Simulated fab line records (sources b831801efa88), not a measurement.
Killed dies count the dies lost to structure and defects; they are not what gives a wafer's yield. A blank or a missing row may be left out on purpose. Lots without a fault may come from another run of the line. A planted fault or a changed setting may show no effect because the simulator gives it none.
Lot-split experiment :: flow gf180mcu :: on a route of 602 steps: 5 lots, 23 wafers read

THE SPLIT ITSELF
At GF_VT_IMPLANT_IMPLANT_41, the setting energy-kev was moved away from the recipe's 70 on 8 of the 23 wafers read, by +2.1% to +5.8%. The other wafers ran this setting at the recipe's value.

FROM THE SPLIT ON TO THE READING: in between, the file shows 1 step
- GF_VT_IMPLANT_STRIP_42: strips in O2/N2

THE READING
VT_IMPLANT_4_TW, at GF_VT_IMPLANT_TW_MEAS_43. On this fab line, fault-free wafers typically give 694 with a standard deviation of 3.4.

wafer: L074.1
tool, chamber at the split: implanter-03, 0
energy-kev as run: 70
against the recipe: recipe
VT_IMPLANT_4_TW: 694
against lot-mates on the recipe: -

wafer: L074.2
tool, chamber at the split: implanter-03, 0
energy-kev as run: 70
against the recipe: recipe
VT_IMPLANT_4_TW: 693
against lot-mates on the recipe: -

wafer: L074.3
tool, chamber at the split: implanter-03, 0
energy-kev as run: 70
against the recipe: recipe
VT_IMPLANT_4_TW: 700
against lot-mates on the recipe: -

wafer: L074.5
tool, chamber at the split: implanter-03, 0
energy-kev as run: 70
against the recipe: recipe
VT_IMPLANT_4_TW: 698
against lot-mates on the recipe: -

wafer: L074.6
tool, chamber at the split: implanter-03, 0
energy-kev as run: 70
against the recipe: recipe
VT_IMPLANT_4_TW: 701
against lot-mates on the recipe: -

wafer: L075.2
tool, chamber at the split: implanter-03, 0
energy-kev as run: 70
against the recipe: recipe
VT_IMPLANT_4_TW: 695
against lot-mates on the recipe: -

wafer: L075.4
tool, chamber at the split: implanter-03, 0
energy-kev as run: 70
against the recipe: recipe
VT_IMPLANT_4_TW: 694
against lot-mates on the recipe: -

wafer: L075.5
tool, chamber at the split: implanter-03, 0
energy-kev as run: 70
against the recipe: recipe
VT_IMPLANT_4_TW: 696
against lot-mates on the recipe: -

wafer: L082.2
tool, chamber at the split: implanter-04, 0
energy-kev as run: 74.09
against the recipe: +5.8%
VT_IMPLANT_4_TW: 711
against lot-mates on the recipe: +14

wafer: L082.3
tool, chamber at the split: implanter-04, 0
energy-kev as run: 70
against the recipe: recipe
VT_IMPLANT_4_TW: 698
against lot-mates on the recipe: -

wafer: L082.4
tool, chamber at the split: implanter-04, 0
energy-kev as run: 74.09
against the recipe: +5.8%
VT_IMPLANT_4_TW: 709
against lot-mates on the recipe: +12

wafer: L082.5
tool, chamber at the split: implanter-04, 0
energy-kev as run: 70
against the recipe: recipe
VT_IMPLANT_4_TW: 697
against lot-mates on the recipe: -

wafer: L082.6
tool, chamber at the split: implanter-04, 0
energy-kev as run: 70
against the recipe: recipe
VT_IMPLANT_4_TW: 697
against lot-mates on the recipe: -

wafer: L083.1
tool, chamber at the split: implanter-04, 0
energy-kev as run: 72.58
against the recipe: +3.7%
VT_IMPLANT_4_TW: 706
against lot-mates on the recipe: +10

wafer: L083.2
tool, chamber at the split: implanter-04, 0
energy-kev as run: 70
against the recipe: recipe
VT_IMPLANT_4_TW: 695
against lot-mates on the recipe: -

wafer: L083.3
tool, chamber at the split: implanter-04, 0
energy-kev as run: 72.58
against the recipe: +3.7%
VT_IMPLANT_4_TW: 702
against lot-mates on the recipe: +6

wafer: L083.4
tool, chamber at the split: implanter-04, 0
energy-kev as run: 72.58
against the recipe: +3.7%
VT_IMPLANT_4_TW: 704
against lot-mates on the recipe: +8

wafer: L083.5
tool, chamber at the split: implanter-04, 0
energy-kev as run: 70
against the recipe: recipe
VT_IMPLANT_4_TW: 696
against lot-mates on the recipe: -

wafer: L085.1
tool, chamber at the split: implanter-03, 0
energy-kev as run: 71.47
against the recipe: +2.1%
VT_IMPLANT_4_TW: 693
against lot-mates on the recipe: +2

wafer: L085.2
tool, chamber at the split: implanter-03, 0
energy-kev as run: 70
against the recipe: recipe
VT_IMPLANT_4_TW: 692
against lot-mates on the recipe: -

wafer: L085.3
tool, chamber at the split: implanter-03, 0
energy-kev as run: 70
against the recipe: recipe
VT_IMPLANT_4_TW: 691
against lot-mates on the recipe: -

wafer: L085.5
tool, chamber at the split: implanter-03, 0
energy-kev as run: 71.47
against the recipe: +2.1%
VT_IMPLANT_4_TW: 702
against lot-mates on the recipe: +10

wafer: L085.6
tool, chamber at the split: implanter-03, 0
energy-kev as run: 71.47
against the recipe: +2.1%
VT_IMPLANT_4_TW: 700
against lot-mates on the recipe: +8

THE FIT
A straight line over all 23 wafers: VT_IMPLANT_4_TW changes by +2.29 for each +1% of energy-kev; r = +0.84; the points scatter about the line by 2.9.
The same after taking each lot's own level away (the mean of its wafers on the recipe; 23 wafers): +2.28 for each +1%; r = +0.89; scatter 2.4.
On that fit, the largest move of energy-kev shifts the reading by 13.
The span of the lots' own levels, 691.5 to 697.3, comes to 1.7 times the standard deviation stated above.
The two slopes agree, so the slope changes little with the lot-to-lot level.
Check: +13.5 against its lot-mates is what the line predicts for one of the wafers moved furthest among these (+5.8%) when that wafer is left out of the fit. Against them it came out at +13.7.

ADDITIONAL SPLITS CARRIED BY THESE WAFERS
Before the reading, these wafers also passed through other splits. Each is held against what the fit with the lots' levels taken away leaves over:
other split on the same wafers: GF_VT_IMPLANT_IMPLANT_30 energy-kev
wafers away from the commonest value: 11
r with VT_IMPLANT_4_TW (lot level and that fit taken away): -0.15

THE WHOLE CHAIN: every reading that the file lists as answering this split, in the file's order
step: GF_VT_IMPLANT_IMPLANT_41
what it does: 
reading: implant.rp-nm (the simulator's own value, which no gauge read)
change (the file's fit): +0.363 nm for each +1% of the setting
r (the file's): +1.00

step: GF_VT_IMPLANT_IMPLANT_41
what it does: 
reading: implant.drp-nm (the simulator's own value, which no gauge read)
change (the file's fit): +0.14 nm for each +1% of the setting
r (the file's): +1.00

step: GF_VT_IMPLANT_TW_MEAS_43
what it does: 
reading: VT_IMPLANT_4_TW
change (the file's fit): +2.27 for each +1% of the setting
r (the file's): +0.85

FILE'S OWN FIT
VT_IMPLANT_4_TW changes by +2.27 for each +1% of energy-kev, r = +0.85.
